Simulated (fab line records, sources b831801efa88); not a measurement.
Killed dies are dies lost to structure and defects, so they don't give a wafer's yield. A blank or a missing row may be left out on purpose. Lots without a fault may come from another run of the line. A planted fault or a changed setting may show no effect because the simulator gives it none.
Chamber matching | flow sky130 | SKY_VIA1_CMP_24 on cmp-01: 4 sister chambers
The step polishes, stops on SiO2, t overpolish 15 s, target thk 0 nm. 14 wafers are shown with their chamber, then 7 later ones without.

WAFERS WITH THEIR CHAMBER
wafer  | chamber | motor_current_A (A) | time_to_endpoint_s (s) | overpolish_run_s (s)
L652.1 | 3       | 11.6                | 63                     | 15.001
L652.2 | 2       | 9.1                 | 62                     | 15.009
L652.5 | 0       | 11.4                | 58                     | 15.002
L655.1 | 0       | 12.0                | 61                     | 15.005
L655.2 | 3       | 11.3                | 69                     | 15.009
L655.3 | 1       | 10.8                | 63                     | 14.998
L654.1 | 0       | 11.8                | 63                     | 14.996
L654.2 | 3       | 12.4                | 67                     | 15.002
L654.6 | 1       | 11.3                | 67                     | 15.011
L656.2 | 2       | 8.6                 | 62                     | 15.012
L656.4 | 3       | 11.4                | 69                     | 14.989
L656.5 | 1       | 11.0                | 68                     | 15.000
L657.2 | 3       | 11.9                | 72                     | 14.988
L657.3 | 0       | 11.9                | 61                     | 14.998

SIGNATURES (means of the wafers above)
reading            | chamber 0 | chamber 1 | chamber 2 | chamber 3 | scatter within a chamber
motor_current_A    | 11.775    | 11.033    | 8.850     | 11.720    | 0.353
time_to_endpoint_s | 60.75     | 66.00     | 62.00     | 68.00     | 2.66
overpolish_run_s   | 15.00025  | 15.00300  | 15.01050  | 14.99780  | 0.00691
Rule: a wafer's distance from a chamber is the root of the sum, over the readings, of the square of ((its reading less the chamber's mean) divided by the reading's scatter). The wafer belongs to the nearest chamber; if the next one is less than 2 further off, it can't be placed. The scatter: the root of (the sum of the squares of (reading less its chamber's mean) over the shown wafers, divided by (wafers less chambers)).

WAFERS WITHOUT THEIR CHAMBER
wafer  | motor_current_A (A) | time_to_endpoint_s (s) | overpolish_run_s (s)
L657.5 | 11.3                | 67                     | 15.009
L661.1 | 11.3                | 65                     | 15.004
L661.2 | 11.6                | 67                     | 14.996
L661.6 | 10.8                | 63                     | 15.012
L671.1 | 11.1                | 60                     | 15.001
L671.4 | 11.2                | 55                     | 14.999
L671.5 | 11.8                | 51                     | 15.003

WHICH CHAMBER EACH WENT THROUGH
wafer  | from the rows above          | in truth
L657.5 | can't be placed: 1 or 3 or 0 | 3
L661.1 | can't be placed: 1 or 3 or 0 | 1
L661.2 | can't be placed: 3 or 1 or 0 | 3
L661.6 | can't be placed: 1 or 0 or 3 | 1
L671.1 | can't be placed: 0 or 1 or 3 | 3
L671.4 | can't be placed: 0 or 1      | 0
L671.5 | 0                            | 0
Placed correctly: 1 of 7. Can't be placed from these rows: 6 (the true chamber is among the candidates in 6). Placed wrongly: 0.
